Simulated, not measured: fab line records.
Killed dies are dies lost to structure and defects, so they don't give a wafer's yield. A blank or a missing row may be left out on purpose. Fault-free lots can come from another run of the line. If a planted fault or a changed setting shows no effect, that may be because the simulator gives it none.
The tool behind it: which one? | flow gf180mcu | 18 wafers from 6 lots sampled at 3 of the route's 602 steps

## WHAT EACH GAUGE READ, for each wafer
GF_HV_LDD_TW_MEAS_38.
lot  | measured     | on            | HV_LDD_3_TW
L347 | day 12 00:52 | film_metro-01 | 1426 1422 1428
L351 | day 13 04:48 | film_metro-04 | 1522 1531 1530
L353 | day 14 01:04 | film_metro-02 | 1535 1536 1530
L362 | day 16 21:07 | film_metro-02 | 1431 1435 1433
L365 | day 17 23:28 | film_metro-01 | 1419 1419 1426
L367 | day 18 18:38 | film_metro-01 | 1424 1421 1427

## WHICH TOOL RAN EACH LOT (tool, then ch and the chambers of the sampled wafers, then the start)
lot  | GF_POLY_GATE_PEB_08                          | GF_HV_LDD_IMPLANT_35
L347 | litho_track-03 ch 0, day 9 13:43 or earlier  | implanter-01 ch 0, day 12 00:28
L351 | litho_track-02 ch 0, day 10 16:10 or earlier | implanter-02 ch 0, day 13 04:06
L353 | litho_track-02 ch 0, day 11 10:32 or earlier | implanter-02 ch 0, day 14 00:13
L362 | litho_track-03 ch 0, day 14 00:05 or earlier | implanter-03 ch 0, day 16 20:43
L365 | litho_track-04 ch 0, day 14 23:44 or earlier | implanter-02 ch 0, day 17 23:05
L367 | litho_track-02 ch 0, day 15 16:38 or earlier | implanter-01 ch 0, day 18 18:17
- GF_POLY_GATE_PEB_08: peb time 91.92 s.
- GF_HV_LDD_IMPLANT_35

## THE ANSWER, worked out from the rows above alone
Rule: the lots themselves supply what counts as usual. The widest of any qualifying gaps counts: lots, ordered by their means at a reading, are off when they make up no more than a third of the lots, leave a main group of 4 or more, and stand apart from it by 3 or more times the standard deviation of that group's means. A main group is skipped when, at the precision printed for the reading in the tables above, its means are all equal. A lot without any number at a reading at which 4 lots or more have one is off too. All remaining lots with rows at the step are treated as sound.
Off: at GF_HV_LDD_TW_MEAS_38 (HV_LDD_3_TW), L351, L353. Mean 1426 and standard deviation 4.3 in the main group.
If a tool, at a process step before that reading, ran all the lots that are off and no sound lot after the first of them, it fits. Those tools and the gauges at GF_HV_LDD_TW_MEAS_38 are tried in the same way. GF_POLY_GATE_PEB_08: start missing for some lots; hours and lot order therefore follow GF_POLY_GATE_CD_MEAS_10. No candidate that was tried fits.

## WHAT THE SIMULATOR PUT IN
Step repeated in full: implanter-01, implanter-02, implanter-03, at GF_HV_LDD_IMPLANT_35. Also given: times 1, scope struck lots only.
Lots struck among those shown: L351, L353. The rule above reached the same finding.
